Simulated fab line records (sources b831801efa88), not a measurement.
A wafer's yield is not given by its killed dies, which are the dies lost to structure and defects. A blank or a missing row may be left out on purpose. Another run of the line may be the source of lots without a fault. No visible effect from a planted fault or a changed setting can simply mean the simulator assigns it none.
Matching of chambers | flow sky130 | SKY_METAL3_ETCH_17 on rieDiel-04: 4 sister chambers
The step etches SiO2 in C4F8/O2/Ar, stops on TiN, time 3.9 s, target depth 15 nm. 14 wafers are shown with their chamber, then 7 later ones without.

## WAFERS, EACH WITH ITS CHAMBER
wafer  | chamber | oesProductAu (a.u.)
L865.4 | 1       | 0.762
L865.5 | 2       | 0.753
L865.6 | 3       | 0.756
L869.1 | 2       | 0.751
L869.4 | 0       | 0.747
L869.6 | 2       | 0.760
L878.1 | 1       | 0.753
L878.2 | 3       | 0.748
L878.3 | 0       | 0.751
L879.2 | 0       | 0.744
L879.3 | 3       | 0.756
L879.4 | 1       | 0.749
L881.2 | 2       | 0.751
L881.4 | 3       | 0.761

SIGNATURES (means of the wafers above)
reading      | chamber 0 | chamber 1 | chamber 2 | chamber 3 | scatter within a chamber
oesProductAu | 0.74733   | 0.75467   | 0.75375   | 0.75525   | 0.00505
Rule: a wafer lies at a distance from a chamber equal to the root of the sum of squares, over the readings, of (its reading less the chamber's mean, divided by the reading's scatter). If the next closest chamber is less than 2 further off than the closest, the wafer can't be placed; otherwise it belongs to the closest. The scatter: the root of (the sum of the squares of (reading less its chamber's mean) over the shown wafers, divided by (wafers less chambers)).

## WAFERS WITH NO CHAMBER GIVEN
wafer  | oesProductAu (a.u.)
L881.6 | 0.747
L882.4 | 0.747
L882.5 | 0.755
L882.6 | 0.755
L887.1 | 0.749
L887.2 | 0.749
L887.6 | 0.753

## WHICH CHAMBER EACH WENT THROUGH
wafer  | from the rows above               | in truth
L881.6 | can't be placed: 0 or 2 or 1 or 3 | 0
L882.4 | can't be placed: 0 or 2 or 1 or 3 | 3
L882.5 | can't be placed: 3 or 1 or 2 or 0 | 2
L882.6 | can't be placed: 3 or 1 or 2 or 0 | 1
L887.1 | can't be placed: 0 or 2 or 1 or 3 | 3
L887.2 | can't be placed: 0 or 2 or 1 or 3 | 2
L887.6 | can't be placed: 2 or 1 or 3 or 0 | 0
0 of 7 placed correctly. Unplaceable from these rows: 7, with the true chamber sitting among the candidates in 7. 0 placed wrongly.
